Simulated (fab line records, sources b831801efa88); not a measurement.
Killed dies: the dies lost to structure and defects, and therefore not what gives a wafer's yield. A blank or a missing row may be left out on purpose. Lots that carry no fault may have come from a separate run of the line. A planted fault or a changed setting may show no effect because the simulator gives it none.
Chamber matching :: flow sky130 :: rieDiel-03 running SKY_SONOS_ONO_ETCH_15: 4 sister chambers
The step etches the open film in CHF3/O2, target depth 19.52 nm, time 7.8 s. 4 wafers are shown with their chamber, then 7 later ones without.

## WAFERS PAIRED WITH THEIR CHAMBERS
wafer: L547.2
chamber: 1
drypumpMotorCurrentA (A): 5.2

wafer: L549.5
chamber: 2
drypumpMotorCurrentA (A): 5.6

wafer: L552.1
chamber: 0
drypumpMotorCurrentA (A): 6.6

wafer: L552.2
chamber: 3
drypumpMotorCurrentA (A): 6.2

## WAFERS MISSING THEIR CHAMBER
wafer: L552.6
drypumpMotorCurrentA (A): 6.7

wafer: L556.1
drypumpMotorCurrentA (A): 5.5

wafer: L556.4
drypumpMotorCurrentA (A): 6.2

wafer: L556.5
drypumpMotorCurrentA (A): 5.1

wafer: L561.1
drypumpMotorCurrentA (A): 6.2

wafer: L561.3
drypumpMotorCurrentA (A): 5.2

wafer: L561.6
drypumpMotorCurrentA (A): 5.1

## WHICH CHAMBER EACH WENT THROUGH
wafer: L552.6
from the rows above: 0
in truth: 0

wafer: L556.1
from the rows above: 2
in truth: 2

wafer: L556.4
from the rows above: 3
in truth: 3

wafer: L556.5
from the rows above: 1
in truth: 1

wafer: L561.1
from the rows above: 3
in truth: 3

wafer: L561.3
from the rows above: 1
in truth: 1

wafer: L561.6
from the rows above: 1
in truth: 1
Correctly placed: 7 of 7. From these rows, 0 cannot be placed. 0 placed wrongly.
How it was worked out, from the rows above alone: a wafer's distance from a chamber is the root of the sum, over the readings, of the square of ((its reading less the chamber's mean) divided by the reading's scatter). If the next closest chamber is less than 2 further off than the closest, the wafer can't be placed; otherwise it belongs to the closest. For every chamber, the mean is computed from those of its wafers that are shown. The scatter: with one shown wafer a chamber, the root of the mean of the squares of how far each hidden wafer lies from its nearest shown one.
